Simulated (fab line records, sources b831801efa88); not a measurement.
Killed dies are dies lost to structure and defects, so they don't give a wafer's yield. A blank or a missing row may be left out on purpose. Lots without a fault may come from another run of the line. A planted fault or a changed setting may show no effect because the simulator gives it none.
One fault seen from 2 desks | flow sky130 | each desk has only its own numbers; what lay behind them comes last

THE TOOL OWNER'S DESK: pvd_sputter-01
The tool's own readings at SKY_METAL5_SPUTTER_02 (material AlCu, target thk 1150 nm, time 61.2 s): means of the sampled wafers that have a number, for each lot that ran on this tool. A lot is out of limits, marked OUT, if its mean lies more than 4 standard deviations from the usual mean; the brackets give that distance.
Columns: A = cathode_dc_power_W at SKY_METAL5_SPUTTER_02, usual 10600 W; B = throttle_valve_pct at SKY_METAL5_SPUTTER_02, usual 29.8 %
lot  | first seen here | A                       | B
L683 | day 44 01:48    | 10600                   | 30.2
L687 | day 45 00:49    | 11167 (+99 or more) OUT | 30.6
L691 | day 45 20:19    | 11167 (+99 or more) OUT | 31.5
This desk's finding: out of limits on L687, L691; first on L687, day 45 00:49 (cathode_dc_power_W at SKY_METAL5_SPUTTER_02). In limits: L683.

THE METROLOGY DESK
What the gauges read, lot by lot, whatever tool the lot ran on: means of the sampled wafers that have a number. A lot is out of limits, marked OUT, if its mean lies more than 4 standard deviations from the usual mean; the brackets give that distance.
Columns: A = VIA4_W_RS at SKY_VIA4_RS_MEAS_19, usual 0.2267 ohm/sq; B = METAL5_ALCU_RS at SKY_METAL5_RS_MEAS_05, usual 0.0269 ohm/sq; C = METAL5_ALCU_THK at SKY_METAL5_THK_MEAS_06, usual 1138 nm
lot  | first seen here | A      | B      | C
L681 | day 43 04:59    | 0.2248 | 0.0273 | 1123
L682 | day 43 11:59    | 0.2270 | 0.0272 | 1131
L683 | day 44 01:16    | 0.2258 | 0.0268 | 1144
L687 | day 45 00:18    | 0.2290 | 0.0255 | 1205
L691 | day 45 19:46    | 0.2262 | 0.0260 | 1183
L694 | day 46 18:11    | 0.2234 | 0.0268 | 1148
L697 | day 47 07:18    | 0.2266 | 0.0273 | 1117
L699 | day 47 22:25    | 0.2260 | 0.0268 | 1139
L700 | day 47 23:08    | 0.2301 | 0.0268 | 1146
L704 | day 48 15:59    | 0.2255 | 0.0263 | 1158
This desk's finding: nothing out of limits on any of the 10 lots.

PUT TOGETHER
The tool owner's desk could have raised an alarm at day 45 00:49, on L687, L691.
The metrology desk saw nothing out of limits.
The metrology desk has L687, L691 on record, within its limits.
Of the lots named, all ran SKY_METAL5_SPUTTER_02 on pvd_sputter-01.

WHAT THE SIMULATOR HAD PUT IN
Process parameter drift: pvd_sputter-01, from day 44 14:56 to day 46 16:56, at SKY_METAL5_SPUTTER_02. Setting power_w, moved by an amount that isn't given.
Lots struck among those shown: L687, L691.
Hours from the fault's start to each desk's first reading out of limits: the tool owner's desk, 10.
